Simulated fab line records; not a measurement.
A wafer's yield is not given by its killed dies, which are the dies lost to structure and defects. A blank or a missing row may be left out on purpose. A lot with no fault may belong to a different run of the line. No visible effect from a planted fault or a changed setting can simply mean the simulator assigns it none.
fab line records ; flow sky130
[record] lots = 13; wafers = 39; last_day = 50
route steps=708 shown DNWELL@42 LDD_N@254 SD_P@328 SD_N@353 PAD_OPEN@708
lots untouched by any fault: they come from a run of this same line in which no faults occurred
start_h: start of the lot's first displayed wafer, in hours after the record's first day ; wait_h: time in hours since the lot's previous step ; " repeats the value in the row above ; L1.1+2: several wafers, shown together as one row ; - no value present, or no start provided ; * or withheld: withheld ; < > ~ a bound
route shown NAME@n: a module of which the file shows steps, and the number in the route of the first ; usual: mean and standard deviation over wafers with no fault ; same: alike in all rows ; chamber/n: place in a boat ; sites: per-site readings ; _std_site: the values' standard deviation ; _edge_site: the outer-site mean with the inner-site mean subtracted ; radius_mm: for every site, how far away it sits from the centre of the wafer ; mask NAME#n: copy n ; behind: the most recent tool/chamber to have shaped the wafer ; hold: reason for holding the lot/hours on hold/outcome of the hold ; device: transistor that didn't switch, given as n, p or np ; end of line: tests of these same wafers at the route's end ; a step given without rows: its recipe and nothing more ; killed: not the wafer's yield, but the dies lost to structure and defects at the first sort ; map: the dies of a wafer, with x for killed, . for not killed, _ for no die there
set.NAME: the run value of the setting; set.NAME@STEP: its run value at that earlier step ; model.NAME: the simulator's own value behind a step, which no gauge read
a sample of lots followed through the steps of the route, with each step as a table and each wafer as a row
services: the hour from which a tool's chamber was out of use, counted from the record's first day as start_h (under 0 if before that day), plus the number of hours and why
[[steps]]
[step SKY_DNWELL_IMPLANT_07]
[recipe] species = P; energy_kev = withheld; dose_cm2 = withheld; tilt_deg = withheld
lot.wafer;tool;chamber;start_h;wait_h
L490.1+2+4;implanter-03;0;57.54;-
L492.1+5+6;implanter-03;0;66.84;-
L497.3+4+6;implanter-04;0;94.94;-
L498.4+5+6;implanter-03;0;105.26;-
L499.1+3+6;implanter-03;0;111.62;-
L500.1+3+6;implanter-03;0;116.62;-
L502.1+2+3;implanter-01;0;124.44;-
L503.3+4+5;implanter-01;0;125.59;-
L503.3+4+5;implanter-01;0;125.91;0.3
L504.1+3+5;implanter-01;0;139.64;-
L506.3+5+6;implanter-03;0;149.07;-
L508.2+5+6;implanter-04;0;155.70;-
L509.1+4+6;implanter-03;0;160.14;-
L509.1+4+6;implanter-03;0;160.46;0.3
L510.2+3+6;implanter-04;0;168.42;-
[step SKY_DNWELL_TW_MEAS_09]
[usual] DNWELL_TW = 1108/6.1
lot.wafer;tool;chamber;start_h;wait_h;DNWELL_TW
L490.1;film_metro-01;-;57.79;0.1;1110
L490.2;film_metro-01;-;57.79;0.1;1102
L490.4;film_metro-01;-;57.79;0.1;1107
L492.1;film_metro-01;-;67.09;0.1;1108
L492.5;film_metro-01;-;67.09;0.1;1104
L492.6;film_metro-01;-;67.09;0.1;1105
L497.3;film_metro-03;-;95.16;0.1;1118
L497.4;film_metro-03;-;95.16;0.1;1108
L497.6;film_metro-03;-;95.16;0.1;1114
L498.4;film_metro-01;-;105.47;0.1;1104
L498.5;film_metro-01;-;105.47;0.1;1109
L498.6;film_metro-01;-;105.47;0.1;1105
L499.1;film_metro-03;-;111.87;0.1;1109
L499.3;film_metro-03;-;111.87;0.1;1109
L499.6;film_metro-03;-;111.87;0.1;1110
L500.1;film_metro-02;-;116.87;0.1;1109
L500.3;film_metro-02;-;116.87;0.1;1109
L500.6;film_metro-02;-;116.87;0.1;1118
L502.1;film_metro-03;-;124.69;0.1;1110
L502.2;film_metro-03;-;124.69;0.1;1114
L502.3;film_metro-03;-;124.69;0.1;1105
L503.3;film_metro-01;-;126.13;0.1;1388
L503.4;film_metro-01;-;126.13;0.1;1388
L503.5;film_metro-01;-;126.13;0.1;1382
L504.1;film_metro-03;-;139.89;0.1;1106
L504.3;film_metro-03;-;139.89;0.1;1106
L504.5;film_metro-03;-;139.89;0.1;1108
L506.3;film_metro-02;-;149.29;0.1;1111
L506.5;film_metro-02;-;149.29;0.1;1115
L506.6;film_metro-02;-;149.29;0.1;1106
L508.2;film_metro-03;-;155.93;0.1;1103
L508.5;film_metro-03;-;155.93;0.1;1110
L508.6;film_metro-03;-;155.93;0.1;1105
L509.1;film_metro-03;-;160.71;0.1;1381
L509.4;film_metro-03;-;160.71;0.1;1389
L509.6;film_metro-03;-;160.71;0.1;1385
L510.2;film_metro-01;-;168.65;0.1;1098
L510.3;film_metro-01;-;168.65;0.1;1101
L510.6;film_metro-01;-;168.65;0.1;1097
[step SKY_LDD_N_TW_MEAS_17]
[usual] LDD_N_TW = 2577/16
lot.wafer;tool;chamber;start_h;wait_h;LDD_N_TW
L490.1;film_metro-04;-;411.61;0.1;2600
L490.2;film_metro-04;-;411.61;0.1;2598
L490.4;film_metro-04;-;411.61;0.1;2578
L492.1;film_metro-02;-;426.61;0.1;2573
L492.5;film_metro-02;-;426.61;0.1;2570
L492.6;film_metro-02;-;426.61;0.1;2589
L497.3;film_metro-01;-;473.23;0.1;2553
L497.4;film_metro-01;-;473.23;0.1;2540
L497.6;film_metro-01;-;473.23;0.1;2545
L498.4;film_metro-02;-;491.61;0.1;2583
L498.5;film_metro-02;-;491.61;0.1;2577
L498.6;film_metro-02;-;491.61;0.1;2592
L499.1;film_metro-01;-;502.78;0.1;2577
L499.3;film_metro-01;-;502.78;0.1;2565
L499.6;film_metro-01;-;502.78;0.1;2591
L500.1;film_metro-02;-;509.68;0.1;2586
L500.3;film_metro-02;-;509.68;0.1;2575
L500.6;film_metro-02;-;509.68;0.1;2565
L502.1;film_metro-01;-;518.72;0.1;2565
L502.2;film_metro-01;-;518.72;0.1;2563
L502.3;film_metro-01;-;518.72;0.1;2579
L503.3;film_metro-01;-;523.58;0.1;2574
L503.4;film_metro-01;-;523.58;0.1;2566
L503.5;film_metro-01;-;523.58;0.1;2568
L504.1;film_metro-01;-;544.21;0.1;2562
L504.3;film_metro-01;-;544.21;0.1;2554
L504.5;film_metro-01;-;544.21;0.1;2569
L506.3;film_metro-01;-;561.50;0.1;2567
L506.5;film_metro-01;-;561.50;0.1;2562
L506.6;film_metro-01;-;561.50;0.1;2558
L508.2;film_metro-01;-;567.77;0.1;2576
L508.5;film_metro-01;-;567.77;0.1;2549
L508.6;film_metro-01;-;567.77;0.1;2559
L509.1;film_metro-04;-;575.68;0.1;2581
L509.4;film_metro-04;-;575.68;0.1;2581
L509.6;film_metro-04;-;575.68;0.1;2595
L510.2;film_metro-04;-;584.14;0.1;2593
L510.3;film_metro-04;-;584.14;0.1;2588
L510.6;film_metro-04;-;584.14;0.1;2584
[step SKY_SD_P_OVL_MEAS_08]
[usual] SD_P_OVL = 0.8/1.2
lot.wafer;tool;chamber;start_h;wait_h;SD_P_OVL[nm]
L490.1;overlay-02;-;595.41;0.1;-1.2
L490.2;overlay-02;-;595.41;0.1;-1.3
L490.4;overlay-02;-;595.41;0.1;1.9
L492.1;overlay-01;-;610.01;0.1;-0.2
L492.5;overlay-01;-;610.01;0.1;0.1
L492.6;overlay-01;-;610.01;0.1;1.1
L497.3;overlay-01;-;652.97;0.1;-0.8
L497.4;overlay-01;-;652.97;0.1;1.2
L497.6;overlay-01;-;652.97;0.1;0.0
L498.4;overlay-02;-;671.96;0.1;-0.1
L498.5;overlay-02;-;671.96;0.1;-0.2
L498.6;overlay-02;-;671.96;0.1;0.9
L499.1;overlay-02;-;680.56;0.1;1.4
L499.3;overlay-02;-;680.56;0.1;-0.5
L499.6;overlay-02;-;680.56;0.1;0.2
L500.1;overlay-02;-;688.66;0.1;-0.7
L500.3;overlay-02;-;688.66;0.1;1.5
L500.6;overlay-02;-;688.66;0.1;1.3
L502.1;overlay-02;-;696.91;0.1;2.1
L502.2;overlay-02;-;696.91;0.1;0.9
L502.3;overlay-02;-;696.91;0.1;-1.2
L503.3;overlay-01;-;700.80;0.1;2.7
L503.4;overlay-01;-;700.80;0.1;1.4
L503.5;overlay-01;-;700.80;0.1;2.8
L504.1;overlay-02;-;719.36;0.1;0.4
L504.3;overlay-02;-;719.36;0.1;-0.9
L504.5;overlay-02;-;719.36;0.1;0.5
L506.3;overlay-01;-;734.25;0.1;1.0
L506.5;overlay-01;-;734.25;0.1;0.2
L506.6;overlay-01;-;734.25;0.1;-0.5
L508.2;overlay-01;-;739.95;0.1;-0.5
L508.5;overlay-01;-;739.95;0.1;-1.6
L508.6;overlay-01;-;739.95;0.1;2.5
L509.1;overlay-02;-;747.54;0.1;0.3
L509.4;overlay-02;-;747.54;0.1;1.4
L509.6;overlay-02;-;747.54;0.1;-0.9
L510.2;overlay-01;-;755.70;0.1;2.9
L510.3;overlay-01;-;755.70;0.1;2.8
L510.6;overlay-01;-;755.70;0.1;4.1
[step SKY_SD_N_STRIP_11]
[recipe] chemistry = O2/N2; power_w = 1400; pressure_mtorr = 1500; platen_temp_c = withheld; o2_flow_sccm = 3000; n2_flow_sccm = 300; overash_fraction = 0.5
[usual] chamber_pressure_mTorr = 1500.0/1.4; drypump_motor_current_A = 5.36/0.29; oes_product_au = 0.528/0.0044; strip_time_to_endpoint_s = 22.55/0.041
lot.wafer;tool;chamber;start_h;wait_h;chamber_pressure_mTorr;drypump_motor_current_A;oes_product_au;rf_hours_counter_h;strip_time_to_endpoint_s
L490.1;plasma_asher-04;0;654.43;0.1;1498.7;5.57;0.526;56;22.60
L490.2;plasma_asher-04;1;654.43;0.1;1500.3;5.53;0.527;56;22.61
L490.4;plasma_asher-04;1;654.43;0.1;1497.6;5.51;0.529;-;22.60
L492.1;plasma_asher-01;0;667.98;0.1;1498.8;5.92;0.529;95;22.50
L492.5;plasma_asher-01;0;667.98;0.1;1500.6;5.89;0.524;-;22.57
L492.6;plasma_asher-01;1;667.98;0.1;1502.6;5.37;0.520;-;22.61
L497.3;plasma_asher-02;0;710.13;0.1;1499.3;5.09;0.526;-;22.62
L497.4;plasma_asher-02;1;710.13;0.1;1500.0;5.00;0.521;-;22.60
L497.6;plasma_asher-02;0;710.13;0.1;1500.7;5.13;0.521;-;22.60
L498.4;plasma_asher-04;0;727.46;0.1;1498.5;5.55;0.527;-;22.50
L498.5;plasma_asher-04;1;727.46;0.1;1499.8;5.50;0.529;-;22.44
L498.6;plasma_asher-04;0;727.46;0.1;1498.3;5.55;0.528;-;22.49
L499.1;plasma_asher-04;1;736.29;0.1;1500.2;5.49;0.524;64;22.47
L499.3;plasma_asher-04;1;736.29;0.1;1499.2;5.51;0.526;-;22.47
L499.6;plasma_asher-04;0;736.29;0.1;1501.7;5.54;0.533;-;22.49
L500.1;plasma_asher-02;1;742.69;0.1;1500.4;5.01;0.527;30;22.58
L500.3;plasma_asher-02;0;742.69;0.1;1499.4;5.09;0.532;-;22.54
L500.6;plasma_asher-02;0;742.69;0.1;1499.7;5.13;0.526;-;22.54
L502.1;plasma_asher-01;1;751.73;0.1;1501.3;5.38;0.524;1;22.59
L502.2;plasma_asher-01;0;751.73;0.1;1499.4;5.90;0.525;1;22.57
L502.3;plasma_asher-01;0;751.73;0.1;1500.6;5.91;0.533;-;22.62
L503.3;plasma_asher-01;1;755.16;0.1;1500.2;5.35;0.526;-;22.60
L503.4;plasma_asher-01;0;755.16;0.1;1502.1;5.92;0.539;-;22.59
L503.5;plasma_asher-01;1;755.16;0.1;1499.7;5.36;0.529;-;22.61
L504.1;plasma_asher-02;0;773.25;0.1;1499.3;5.11;0.529;33;22.57
L504.3;plasma_asher-02;1;773.25;0.1;1500.2;5.02;0.528;-;22.57
L504.5;plasma_asher-02;0;773.25;0.1;1498.6;5.09;0.535;-;22.56
L506.3;plasma_asher-02;0;788.96;0.1;1499.0;5.12;0.530;-;22.56
L506.5;plasma_asher-02;1;788.96;0.1;1498.7;4.99;0.525;-;22.54
L506.6;plasma_asher-02;0;788.96;0.1;1502.3;5.09;0.525;-;22.57
L508.2;plasma_asher-04;1;794.93;0.1;1500.3;5.52;0.527;69;22.49
L508.5;plasma_asher-04;0;794.93;0.1;1501.5;5.53;0.523;-;22.53
L508.6;plasma_asher-04;1;794.93;0.1;1498.5;5.51;0.521;-;22.52
L509.1;plasma_asher-04;0;800.48;0.1;1498.7;5.54;0.530;70;22.54
L509.4;plasma_asher-04;1;800.48;0.1;1500.9;5.54;0.522;-;22.55
L509.6;plasma_asher-04;0;800.48;0.1;1501.0;5.57;0.525;-;22.53
L510.2;plasma_asher-04;0;810.48;0.1;1500.5;5.57;0.529;70;22.57
L510.3;plasma_asher-04;1;810.48;0.1;1501.0;5.52;0.531;-;22.53
L510.6;plasma_asher-04;1;810.48;0.1;1500.3;5.53;0.532;-;22.61
[step SKY_PAD_OPEN_PROBE_99]
[usual] killed_at_M0_to_M3 = 44/7.8; killed_at_M4_up = 3.1/1.7; killed_at_contacts = 25/5.1; killed_at_front_end = 15/4.4; killed_at_other = 0.5/0.68; killed_dies = 88/9.9; killed_on_rim = 17/3.9; killed_open = 48/6.9; killed_short = 39/6.5
[same] gross_dies = 492; killed_at_back_side = 0
lot.wafer;tool;chamber;start_h;wait_h;killed_at_M0_to_M3;killed_at_M4_up;killed_at_contacts;killed_at_front_end;killed_at_other;killed_dies;killed_on_rim;killed_open;killed_short
L500.1;prober-02;-;1145.52;0.1;47;4;20;22;1;94;26;44;50
L500.3;prober-02;-;1145.62;0.2;36;3;21;13;1;74;14;40;33
L500.6;prober-02;-;1145.77;0.2;32;2;19;13;0;66;16;36;30
// killed by level:class
L500.1 FIELD_ISO:geometric_particle:short=11 METAL2:geometric_particle:short=7 LI_CONTACT:geometric_particle:open=6 METAL1:geometric_particle:short=6 LI_CONTACT:geometric_particle:short=5 VIA1:geometric_particle:short=5 VIA1:geometric_particle:open=5 VIA3:geometric_particle:open=5
L500.3 VIA1:geometric_particle:open=12 LI_CONTACT:geometric_particle:open=7 CONTACT:geometric_particle:open=7 POLY_GATE:geometric_particle:short=5 VIA1:geometric_particle:short=5 METAL2:geometric_particle:short=5 LOCAL_INTERCONNECT:geometric_particle:short=4 VIA2:geometric_particle:open=4
L500.6 CONTACT:geometric_particle:open=9 CONTACT:geometric_particle:short=6 METAL1:geometric_particle:short=6 VIA1:geometric_particle:open=5 VIA2:geometric_particle:open=4 VIA1:geometric_particle:short=4 VIA3:geometric_particle:open=4 FIELD_ISO:geometric_particle:open=3
[[services]]
tool;chamber;start_h;hours;kind
plasma_asher-04;-;108.75;9.0;pm
implanter-01;-;137.83;1.7;repair
plasma_asher-04;-;166.90;2.8;pm
implanter-01;-;210.95;1.1;repair
implanter-03;-;265.71;3.1;pm
implanter-03;-;298.83;3.2;repair
implanter-01;-;316.55;1.1;repair
plasma_asher-04;-;344.65;0.7;repair
plasma_asher-02;-;345.82;1.3;repair
plasma_asher-02;-;368.33;2.8;pm
plasma_asher-02;-;421.25;9.0;pm
implanter-03;-;425.61;6.2;pm
implanter-01;-;444.19;4.8;pm
implanter-03;-;448.95;4.5;pm
implanter-01;-;514.82;0.7;repair
plasma_asher-02;-;523.57;0.7;repair
plasma_asher-04;-;555.18;3.9;repair
plasma_asher-04;-;556.25;0.7;repair
implanter-03;-;596.30;4.3;repair
implanter-03;-;662.29;0.7;repair
plasma_asher-04;-;664.30;10.0;repair
plasma_asher-04;-;696.76;2.3;repair
implanter-03;-;757.05;3.7;pm
plasma_asher-04;-;807.46;2.8;repair
[[key]]
[first_sign] step = SKY_DNWELL_IMPLANT_07; reading = visit; direction = added
[effect] step = SKY_DNWELL_TW_MEAS_09; reading = DNWELL_TW; direction = up; sigmas = 46; usual = 1108; struck = 1386
met_at SKY_DNWELL_IMPLANT_07
struck_lots L503,L509
tester_left_out L503,L509
not_acting_at SKY_LDD_N_TW_MEAS_17,SKY_SD_P_OVL_MEAS_08,SKY_SD_N_STRIP_11
[fault] kind = repeated_step_whole; tool = implanter-01,implanter-03,implanter-04; chamber = -; onset_h = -; steps = SKY_DNWELL_IMPLANT_07; times = 1; scope = struck_lots_only
// tester_left_out: of these lots the tester's yield and bins aren't shown, on N5 and GAA mostly nor the transistor test; their killed dies are dies lost to structure and defects alone, not to doping, threshold or leakage, so they don't give the yield
